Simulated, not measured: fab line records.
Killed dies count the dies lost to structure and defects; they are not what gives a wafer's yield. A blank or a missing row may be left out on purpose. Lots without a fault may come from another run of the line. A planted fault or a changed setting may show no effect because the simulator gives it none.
fab line records | flow gf180mcu
record lots=24 wafers=72 last-day=34
route steps=602 shown M3@413 V3@455 MIM@505 V5@542 PASSIVATION@587
lots that met no fault: taken from a fault-free run of the same line
start-h: the number of hours between the record's first day and the start of the first shown wafer of the lot | wait-h: hours from the lot's prior step to this one | " same as the row above | L1.1+2: one row covering several wafers at once | - no value, or no start given | * or withheld: withheld | < > ~ a bound
route shown NAME@n: names a module that has steps shown in the file, with the first one's number in the route | usual: mean/standard deviation taken from wafers without a fault | same: alike in all rows | chamber/n: place in a boat | sites: per-site readings | _std_site: the values' standard deviation | _edge_site: mean of outer sites minus mean of inner sites | radius-mm: for every site, how far away it sits from the centre of the wafer | mask NAME#n: copy n | behind: the tool/chamber that last shaped the wafer | hold: why the lot was held/for how many hours/how that ended | device: whichever transistor did not switch (one of n, p or np) | end of line: the route-end tests of the same wafers | a step with no rows: only its recipe | killed: the dies lost at the first sort to structure and to defects; this is not the yield of the wafer | map: per-die view of a wafer (x killed, . not killed, _ where there is no die)
set.NAME: the setting that was run; set.NAME@STEP: the one run at that earlier step | model.NAME: the simulator's own value behind a step, which no gauge read
route steps across a sampled set of lots; one table per step, one row per wafer
services: the hour from which a tool's chamber was out of use, counted from the record's first day as start-h (under 0 if before that day), plus the number of hours and why
## steps
# step GF_M3_SPUTTER_04
# recipe material=TiN target-thk-nm=50 power-w=6500 time-s=41.7 chamber-pressure-pa=0.4
# usual throttle-valve-pct=30.0/0.75
# columns lot.wafer tool chamber start-h wait-h throttle-valve-pct
L074.3 pvd-sputter-04 - 463.04 0.0 30.8
L074.5 " - " " 30.3
L074.6 " - " " 29.9
L075.1 pvd-sputter-04 - 471.37 0.0 30.0
L075.5 " - " " 30.1
L075.6 " - " " 29.7
L076.3 pvd-sputter-03 - 483.35 0.0 29.7
L076.5 " - " " 31.0
L076.6 " - " " 30.1
L077.2 pvd-sputter-02 - 488.97 0.0 30.1
L077.3 " - " " 28.5
L077.4 " - " " 28.8
L078.3 pvd-sputter-03 - 502.32 0.0 29.4
L078.4 " - " " 29.5
L078.6 " - " " 29.3
L079.2 pvd-sputter-03 - 512.68 0.0 29.3
L079.4 " - " " 30.4
L079.6 " - " " 30.5
L080.2 pvd-sputter-02 - 516.97 0.0 29.8
L080.3 " - " " 28.8
L080.4 " - " " 29.2
L081.2 pvd-sputter-03 - 527.22 0.0 30.1
L081.3 " - " " 29.3
L081.4 " - " " 30.9
L082.3 pvd-sputter-03 - 539.42 0.0 30.0
L082.4 " - " " 30.7
L082.6 " - " " 29.6
L083.1 pvd-sputter-04 - 548.18 0.0 29.8
L083.4 " - " " 30.0
L083.5 " - " " 30.6
L084.3 pvd-sputter-04 - 553.68 0.0 30.1
L084.5 " - " " 30.0
L084.6 " - " " 30.3
L085.1 pvd-sputter-04 - 563.33 0.0 30.5
L085.2 " - " " 30.1
L085.5 " - " " 30.6
L086.4 pvd-sputter-02 - 571.62 0.0 28.5
L086.5 " - " " 29.4
L086.6 " - " " 31.2
L087.1 pvd-sputter-03 - 578.71 0.0 29.5
L087.2 " - " " 29.0
L087.4 " - " " 30.8
L089.2 pvd-sputter-03 - 588.13 0.0 29.3
L089.4 " - " " 30.9
L089.6 " - " " 30.3
L088.2 pvd-sputter-02 - 594.33 0.0 31.6
L088.3 " - " " 28.8
L088.5 " - " " 29.4
L090.1 pvd-sputter-04 - 599.72 0.0 30.2
L090.4 " - " " 30.5
L090.5 " - " " 30.0
L091.1 pvd-sputter-03 - 611.79 0.0 30.4
L091.2 " - " " 30.9
L091.5 " - " " 30.7
L092.2 pvd-sputter-03 - 619.38 0.0 29.3
L092.4 " - " " 30.8
L092.5 " - " " 29.7
L093.2 pvd-sputter-03 - 620.33 0.0 30.6
L093.3 " - " " 30.3
L093.6 " - " " 30.4
L094.2 pvd-sputter-03 - 630.01 0.0 30.3
L094.5 " - " " 29.7
L094.6 " - " " 30.1
L095.1 pvd-sputter-02 - 634.36 0.0 31.3
L095.4 " - " " 29.8
L095.5 " - " " 31.5
L097.1 pvd-sputter-02 - 645.36 0.0 30.1
L097.5 " - " " 28.6
L097.6 " - " " 29.7
L096.1 pvd-sputter-02 - 648.42 0.0 29.1
L096.2 " - " " 31.4
L096.6 " - " " 31.5
# step GF_V3_CMP_26
# recipe stop-on=SiO2 down-force-psi=3.5 platen-rpm=60 t-overpolish-s=15 target-thk-nm=0 pad-velocity-m-s=0.94248
# usual head-pressure-psi=3.499/0.0082 motor-current-A=10.9/1.5 overpolish-run-s=15.001/0.0086 time-to-endpoint-s=88/4.1
# columns lot.wafer tool chamber start-h wait-h head-pressure-psi motor-current-A overpolish-run-s time-to-endpoint-s
L074.3 cmp-02 0 513.48 0.2 3.497 10.1 14.995 86
L074.5 " 1 " " 3.498 10.2 15.002 79
L074.6 " 2 " " 3.501 13.1 15.006 82
L075.1 cmp-01 0 521.30 0.1 3.489 9.7 14.987 90
L075.6 " 0 " " 3.498 10.0 15.008 88
L075.5 " 1 " " 3.495 9.7 14.997 91
L076.3 cmp-01 0 533.83 0.2 3.512 9.9 14.995 88
L076.5 " 1 " " 3.493 10.0 15.013 88
L076.6 " 2 " " 3.504 13.2 15.006 86
L077.4 cmp-01 0 537.85 0.0 3.501 10.1 15.003 90
L077.3 " 1 " " 3.501 9.3 15.009 92
L077.2 " 2 " " 3.493 12.9 14.997 90
L078.4 cmp-02 1 550.88 0.1 3.502 11.2 15.007 82
L078.3 " 3 " " 3.498 9.0 14.981 79
L078.6 " 1 " " 3.501 10.8 15.009 81
L079.4 cmp-01 1 560.29 0.0 3.495 9.6 15.000 88
L079.2 " 2 " " 3.514 12.3 15.003 88
L079.6 " 2 " " 3.501 12.6 14.996 87
L080.3 cmp-01 1 564.85 0.1 3.502 9.5 15.001 84
L080.2 " 2 " " 3.512 12.3 14.998 87
L080.4 " 3 " " 3.492 12.7 15.001 95
L081.2 cmp-01 0 573.19 0.0 3.514 10.0 14.988 92
L081.3 " 1 " " 3.512 9.5 15.012 88
L081.4 " 3 " " 3.504 13.3 15.011 93
L082.4 cmp-02 2 586.25 0.0 3.478 12.1 14.996 81
L082.3 " 1 " " 3.502 10.7 15.005 85
L082.6 " 3 " " 3.514 9.1 14.981 89
L083.1 cmp-02 1 594.87 0.1 3.511 10.8 15.013 87
L083.4 " 3 " " 3.487 8.7 14.996 88
L083.5 " 1 " " 3.504 11.0 15.012 86
L084.3 cmp-01 1 599.43 0.1 3.500 10.2 15.010 90
L084.6 " 0 " " 3.508 10.1 15.000 88
L084.5 " 1 " " 3.493 9.3 14.984 88
L085.2 cmp-01 2 609.23 0.0 3.502 12.7 14.997 86
L085.1 " 3 " " 3.498 12.6 14.989 91
L085.5 " 2 " " 3.488 12.8 14.998 81
L086.4 cmp-01 3 616.00 0.2 3.491 13.2 14.996 94
L086.6 " 0 " " 3.492 10.1 14.998 90
L086.5 " 1 " " 3.503 9.4 15.009 91
L087.4 cmp-01 1 622.45 0.0 3.511 9.3 15.006 88
L087.2 " 3 " " 3.495 13.3 15.008 90
L087.1 " 0 " " 3.489 10.4 15.001 84
L089.2 cmp-01 2 632.19 0.0 3.497 12.8 14.998 92
L089.4 " 1 " " 3.511 9.6 15.001 91
L089.6 " 2 " " 3.491 11.7 15.001 87
L088.3 cmp-01 2 637.96 0.2 3.485 12.5 15.000 88
L088.2 " 3 " " 3.489 12.3 14.995 98
L088.5 " 2 " " 3.489 13.0 15.004 92
L090.1 cmp-02 0 642.83 0.1 3.489 9.5 15.005 90
L090.4 " 1 " " 3.501 10.7 14.988 85
L090.5 " 0 " " 3.494 9.4 14.995 87
L091.1 cmp-02 0 654.07 0.1 3.502 10.0 14.986 88
L091.2 " 1 " " 3.499 10.8 14.989 84
L091.5 " 3 " " 3.491 8.9 14.993 86
L092.4 cmp-02 1 662.22 0.1 3.506 10.4 15.000 85
L092.2 " 3 " " 3.490 8.3 14.996 88
L092.5 " 0 " " 3.493 9.4 15.013 92
L093.3 cmp-01 0 662.43 0.2 3.501 10.1 15.020 92
L093.2 " 2 " " 3.506 11.9 14.994 90
L093.6 " 0 " " 3.497 10.4 15.018 93
L094.2 cmp-02 1 671.72 0.0 3.506 10.1 15.014 86
L094.5 " 1 " " 3.516 10.8 15.020 84
L094.6 " 2 " " 3.505 12.3 15.010 82
L095.1 cmp-01 0 676.99 0.1 3.484 9.9 15.001 90
L095.4 " 1 " " 3.507 9.4 15.002 92
L095.5 " 0 " " 3.498 9.9 15.003 86
L097.1 cmp-01 0 686.81 0.2 3.502 10.5 15.012 88
L097.5 " 1 " " 3.498 9.6 15.007 84
L097.6 " 2 " " 3.495 13.2 14.985 84
L096.2 cmp-01 3 689.20 0.0 3.494 12.4 15.005 94
L096.1 " 0 " " 3.492 9.7 14.986 87
L096.6 " 3 " " 3.490 12.8 15.014 94
# step GF_MIM_SPUTTER_02
# recipe material=AlCu target-thk-nm=450 power-w=10600 time-s=23.9 chamber-pressure-pa=0.4
# usual throttle-valve-pct=30.0/0.66
# columns lot.wafer tool chamber start-h wait-h throttle-valve-pct
L074.3 pvd-sputter-04 - 561.97 0.0 30.1
L074.5 " - " " 30.5
L074.6 " - " " 30.1
L075.1 pvd-sputter-04 - 569.12 0.0 30.0
L075.5 " - " " 29.9
L075.6 " - " " 30.4
L076.3 pvd-sputter-04 - 581.18 0.0 29.8
L076.5 " - " " 30.4
L076.6 " - " " 30.1
L077.2 pvd-sputter-04 - 585.28 0.0 30.2
L077.3 " - " " 29.9
L077.4 " - " " 30.3
L078.3 pvd-sputter-02 - 596.72 0.0 29.0
L078.4 " - " " 29.1
L078.6 " - " " 31.2
L079.2 pvd-sputter-03 - 607.16 0.0 30.1
L079.4 " - " " 29.5
L079.6 " - " " 29.5
L080.2 pvd-sputter-03 - 610.94 0.0 29.6
L080.3 " - " " 31.1
L080.4 " - " " 29.8
L081.2 pvd-sputter-03 - 618.15 0.0 29.6
L081.3 " - " " 30.7
L081.4 " - " " 30.5
L082.3 pvd-sputter-02 - 632.27 0.0 29.3
L082.4 " - " " 28.5
L082.6 " - " " 29.4
L083.1 pvd-sputter-04 - 638.99 0.0 30.0
L083.4 " - " " 30.3
L083.5 " - " " 30.3
L084.3 pvd-sputter-02 - 643.66 0.0 31.5
L084.5 " - " " 29.1
L084.6 " - " " 31.5
L085.1 pvd-sputter-04 - 652.72 0.0 29.9
L085.2 " - " " 30.7
L085.5 " - " " 30.6
L086.4 pvd-sputter-03 - 658.86 0.0 29.9
L086.5 " - " " 29.6
L086.6 " - " " 29.3
L087.1 pvd-sputter-04 - 665.22 0.0 29.8
L087.2 " - " " 30.2
L087.4 " - " " 30.2
L089.2 pvd-sputter-03 - 674.62 0.0 30.4
L089.4 " - " " 29.5
L089.6 " - " " 30.2
L088.2 pvd-sputter-03 - 680.07 0.0 29.5
L088.3 " - " " 29.6
L088.5 " - " " 29.3
L090.1 pvd-sputter-04 - 684.97 0.0 30.2
L090.4 " - " " 29.7
L090.5 " - " " 30.2
L091.1 pvd-sputter-03 - 696.07 0.0 30.5
L091.2 " - " " 30.3
L091.5 " - " " 29.5
L092.2 pvd-sputter-02 - 702.71 0.0 29.4
L092.4 " - " " 28.8
L092.5 " - " " 28.9
L093.2 pvd-sputter-04 - 703.70 0.0 29.8
L093.3 " - " " 30.3
L093.6 " - " " 30.1
L094.2 pvd-sputter-02 - 712.79 0.0 29.1
L094.5 " - " " 31.7
L094.6 " - " " 29.1
L095.1 pvd-sputter-03 - 717.27 0.0 30.9
L095.4 " - " " 29.5
L095.5 " - " " 30.3
L097.1 pvd-sputter-04 - 726.42 0.0 30.2
L097.5 " - " " 29.9
L097.6 " - " " 30.7
L096.1 pvd-sputter-04 - 728.38 0.0 30.4
L096.2 " - " " 30.1
L096.6 " - " " 30.1
# step GF_MIM_SPUTTER_08
# recipe material=AlCu target-thk-nm=200 power-w=10600 time-s=10.6 chamber-pressure-pa=0.4
# usual throttle-valve-pct=30.0/0.87
# columns lot.wafer tool chamber start-h wait-h throttle-valve-pct
L074.3 pvd-sputter-03 - 562.20 0.0 29.5
L074.5 " - " " 30.9
L074.6 " - " " 30.5
L075.1 pvd-sputter-02 - 569.35 0.0 29.7
L075.5 " - " " 31.2
L075.6 " - " " 29.0
L076.3 pvd-sputter-02 - 581.41 0.0 28.6
L076.5 " - " " 29.3
L076.6 " - " " 31.6
L077.2 pvd-sputter-02 - 585.51 0.0 28.9
L077.3 " - " " 29.2
L077.4 " - " " 29.9
L078.3 pvd-sputter-03 - 596.95 0.0 31.0
L078.4 " - " " 29.8
L078.6 " - " " 30.9
L079.2 pvd-sputter-02 - 607.39 0.0 29.4
L079.4 " - " " 31.5
L079.6 " - " " 28.5
L080.2 pvd-sputter-04 - 611.17 0.0 30.0
L080.3 " - " " 30.7
L080.4 " - " " 29.8
L081.2 pvd-sputter-04 - 618.38 0.0 30.3
L081.3 " - " " 30.6
L081.4 " - " " 29.8
L082.3 pvd-sputter-04 - 632.50 0.0 29.8
L082.4 " - " " 29.7
L082.6 " - " " 29.9
L083.1 pvd-sputter-02 - 639.22 0.0 28.8
L083.4 " - " " 29.2
L083.5 " - " " 29.1
L084.3 pvd-sputter-04 - 643.89 0.0 30.8
L084.5 " - " " 29.8
L084.6 " - " " 30.3
L085.1 pvd-sputter-02 - 652.94 0.0 28.6
L085.2 " - " " 31.5
L085.5 " - " " 28.9
L086.4 pvd-sputter-04 - 659.12 0.0 30.0
L086.5 " - " " 30.0
L086.6 " - " " 30.6
L087.1 pvd-sputter-02 - 665.45 0.0 31.2
L087.2 " - " " 29.2
L087.4 " - " " 29.5
L089.2 pvd-sputter-02 - 674.87 0.0 29.1
L089.4 " - " " 31.6
L089.6 " - " " 28.5
L088.2 pvd-sputter-04 - 680.30 0.0 29.9
L088.3 " - " " 30.5
L088.5 " - " " 30.4
L090.1 pvd-sputter-02 - 685.19 0.0 31.4
L090.4 " - " " 29.8
L090.5 " - " " 28.9
L091.1 pvd-sputter-02 - 696.30 0.0 29.6
L091.2 " - " " 29.0
L091.5 " - " " 29.8
L092.2 pvd-sputter-03 - 702.94 0.0 29.7
L092.4 " - " " 30.2
L092.5 " - " " 30.8
L093.2 pvd-sputter-02 - 703.94 0.0 31.4
L093.3 " - " " 29.6
L093.6 " - " " 29.8
L094.2 pvd-sputter-04 - 713.02 0.0 30.3
L094.5 " - " " 30.0
L094.6 " - " " 29.9
L095.1 pvd-sputter-02 - 717.50 0.0 29.0
L095.4 " - " " 28.6
L095.5 " - " " 31.4
L097.1 pvd-sputter-03 - 726.65 0.0 29.8
L097.5 " - " " 30.9
L097.6 " - " " 29.9
L096.1 pvd-sputter-02 - 728.61 0.0 29.7
L096.2 " - " " 28.9
L096.6 " - " " 31.6
# step GF_V5_CVD_02
# recipe material=SiO2 target-thk-nm=1450 precursor=TEOS temp-c=400 time-s=163.28 rf-w=600
# usual heater-power-w=626/90 susceptor-temp-C=400.00/0.25
# columns lot.wafer tool chamber start-h wait-h heater-power-w susceptor-temp-C
L074.3 pecvd-02 2 606.07 0.0 522 399.85
L074.5 " 2 " " 585 400.43
L074.6 " 0 " " 829 400.43
L075.1 pecvd-01 2 612.91 0.1 638 399.66
L075.5 " 2 " " 518 399.42
L075.6 " 1 " " 534 399.83
L076.3 pecvd-01 2 625.29 0.0 640 399.53
L076.5 " 0 " " 508 399.52
L076.6 " 1 " " 666 399.85
L077.2 pecvd-01 2 628.85 0.0 572 400.04
L077.3 " 0 " " 560 400.29
L077.4 " 0 " " 600 400.08
L078.3 pecvd-01 0 639.51 0.0 625 400.20
L078.4 " 0 " " 500 400.01
L078.6 " 1 " " 531 399.91
L079.2 pecvd-01 2 648.65 0.0 553 399.55
L079.4 " 2 " " 612 399.91
L079.6 " 1 " " 660 399.82
L080.2 pecvd-02 1 652.36 0.0 655 399.82
L080.3 " 2 " " 552 400.37
L080.4 " 0 " " 684 400.27
L081.2 pecvd-03 0 660.55 0.0 661 400.02
L081.3 " 2 " " 693 400.32
L081.4 " 0 " " 523 399.69
L082.3 pecvd-01 2 672.55 0.0 636 400.07
L082.4 " 0 " " 618 399.73
L082.6 " 2 " " 510 399.53
L083.1 pecvd-02 1 679.90 0.1 733 399.72
L083.4 " 1 " " 818 400.31
L083.5 " 0 " " 673 399.74
L084.3 pecvd-02 2 683.87 0.0 536 400.47
L084.5 " 0 " " 667 400.06
L084.6 " 1 " " 635 400.28
L085.1 pecvd-02 0 692.31 0.1 710 400.04
L085.2 " 2 " " 569 399.92
L085.5 " 2 " " 619 400.18
L086.4 pecvd-01 0 699.23 0.1 495 400.40
L086.5 " 2 " " 514 400.24
L086.6 " 1 " " 650 399.86
L087.1 pecvd-02 2 704.66 0.1 512 399.96
L087.2 " 0 " " 805 399.86
L087.4 " 0 " " 670 399.62
L089.2 pecvd-01 1 712.51 0.0 617 400.01
L089.4 " 2 " " 499 399.96
L089.6 " 0 " " 615 399.71
L088.2 pecvd-01 0 718.35 0.0 544 399.86
L088.3 " 1 " " 635 399.67
L088.5 " 0 " " 614 399.88
L090.1 pecvd-01 2 722.60 0.1 618 400.33
L090.4 " 0 " " 497 400.22
L090.5 " 2 " " 503 400.10
L091.1 pecvd-01 2 733.54 0.1 647 399.98
L091.2 " 0 " " 569 399.79
L091.5 " 0 " " 611 399.41
L092.2 pecvd-01 0 739.13 0.0 527 399.91
L092.4 " 2 " " 508 399.66
L092.5 " 0 " " 611 400.00
L093.2 pecvd-02 1 739.97 0.0 814 399.96
L093.3 " 0 " " 715 400.04
L093.6 " 2 " " 622 400.03
L094.2 pecvd-02 2 747.54 0.0 553 399.77
L094.5 " 0 " " 836 399.97
L094.6 " 1 " " 804 400.18
L095.1 pecvd-01 0 752.01 0.1 534 400.36
L095.4 " 0 " " 598 400.04
L095.5 " 1 " " 532 399.77
L097.1 pecvd-03 2 761.06 0.1 645 400.21
L097.5 " 1 " " 629 399.77
L097.6 " 0 " " 531 400.37
L096.1 pecvd-02 2 762.86 0.1 634 400.13
L096.2 " 1 " " 771 400.05
L096.6 " 2 " " 493 400.30
# step GF_PASSIVATION_CVD_00
# recipe material=SiO2 target-thk-nm=1000 precursor=TEOS temp-c=400 time-s=111.95 rf-w=600
# usual heater-power-w=682/83 susceptor-temp-C=399.96/0.22
# columns lot.wafer tool chamber start-h wait-h heater-power-w susceptor-temp-C
L074.3 pecvd-04 1 649.03 0.0 731 399.76
L074.5 " 0 " " 614 400.16
L074.6 " 1 " " 780 399.78
L075.1 pecvd-02 2 656.51 0.0 537 399.74
L075.5 " 2 " " 590 400.18
L075.6 " 1 " " 633 399.93
L076.3 pecvd-03 2 668.78 0.0 566 399.93
L076.5 " 2 " " 622 399.71
L076.6 " 0 " " 630 399.74
L077.2 pecvd-03 2 670.98 0.0 604 399.68
L077.3 " 0 " " 671 400.06
L077.4 " 0 " " 528 399.67
L078.3 pecvd-04 2 680.25 0.0 736 399.80
L078.4 " 2 " " 794 400.06
L078.6 " 0 " " 744 400.24
L079.2 pecvd-03 2 690.14 0.0 672 399.69
L079.4 " 2 " " 708 399.91
L079.6 " 0 " " 527 399.88
L080.2 pecvd-03 0 693.30 0.0 602 399.79
L080.3 " 2 " " 583 399.90
L080.4 " 1 " " 763 400.27
L081.2 pecvd-03 1 701.46 0.0 687 399.68
L081.3 " 0 " " 643 399.95
L081.4 " 0 " " 659 399.92
L082.3 pecvd-04 0 713.30 0.0 743 399.87
L082.4 " 0 " " 607 399.89
L082.6 " 1 " " 672 399.79
L083.1 pecvd-03 2 719.76 0.0 617 399.89
L083.4 " 2 " " 663 400.03
L083.5 " 1 " " 749 399.99
L084.3 pecvd-03 1 723.30 0.0 765 400.11
L084.5 " 2 " " 657 399.66
L084.6 " 1 " " 607 399.96
L085.1 pecvd-02 0 730.97 0.0 787 399.96
L085.2 " 1 " " 719 399.72
L085.5 " 0 " " 824 399.71
L086.4 pecvd-03 0 738.17 0.0 504 400.06
L086.5 " 2 " " 639 400.29
L086.6 " 1 " " 697 399.66
L087.1 pecvd-03 1 742.85 0.0 740 399.99
L087.2 " 0 " " 636 400.18
L087.4 " 1 " " 617 400.21
L089.2 pecvd-03 0 749.43 0.0 602 399.95
L089.4 " 0 " " 641 399.84
L089.6 " 2 " " 681 400.21
L088.2 pecvd-03 2 757.84 0.0 692 399.84
L088.3 " 1 " " 714 399.91
L088.5 " 1 " " 764 399.87
L090.1 pecvd-04 1 761.45 0.0 834 400.18
L090.4 " 0 " " 776 399.87
L090.5 " 1 " " 699 400.05
L091.1 pecvd-04 2 768.38 0.0 720 399.71
L091.2 " 1 " " 746 399.53
L091.5 " 1 " " 776 399.89
L092.2 pecvd-04 0 776.61 0.0 654 399.69
L092.4 " 0 " " 715 399.69
L092.5 " 2 " " 779 400.19
L093.2 pecvd-04 0 776.99 0.0 675 400.22
L093.3 " 2 " " 787 400.04
L093.6 " 0 " " 712 399.96
L094.2 pecvd-02 0 782.78 0.0 836 399.97
L094.5 " 0 " " 663 399.95
L094.6 " 2 " " 624 400.09
L095.1 pecvd-03 0 787.05 0.0 640 400.05
L095.4 " 0 " " 518 399.83
L095.5 " 2 " " 698 399.38
L097.1 pecvd-02 1 795.57 0.0 635 399.90
L097.5 " 0 " " 682 399.75
L097.6 " 1 " " 737 399.79
L096.1 pecvd-02 1 797.39 0.0 680 399.85
L096.2 " 2 " " 556 399.98
L096.6 " 2 " " 611 399.82
## services
# columns tool chamber start-h hours kind
pecvd-03 1 447.48 6.7 repair
pvd-sputter-02 - 450.80 2.4 repair
pecvd-03 - 469.05 14.6 pm
pecvd-02 - 473.78 6.0 pm
cmp-01 - 485.57 0.7 repair
pecvd-03 2 489.47 3.1 repair
pvd-sputter-03 - 516.22 4.9 repair
pvd-sputter-02 - 572.08 3.3 repair
cmp-01 - 575.56 2.0 repair
pecvd-02 2 579.03 6.3 repair
pvd-sputter-02 - 589.13 4.5 repair
pvd-sputter-04 - 599.92 4.5 repair
pvd-sputter-02 - 610.90 6.0 repair
pvd-sputter-03 - 634.79 1.3 repair
cmp-01 - 693.28 0.9 repair
pvd-sputter-02 - 730.77 1.9 repair
cmp-01 - 734.44 4.0 pm
cmp-01 - 738.44 5.9 pm
pvd-sputter-02 - 746.65 4.5 repair
cmp-01 - 760.39 2.3 repair
cmp-01 - 770.24 2.7 pm
cmp-01 - 775.46 2.2 repair
pvd-sputter-03 - 777.64 4.2 repair
pvd-sputter-03 - 787.19 5.4 repair
## key
fault none
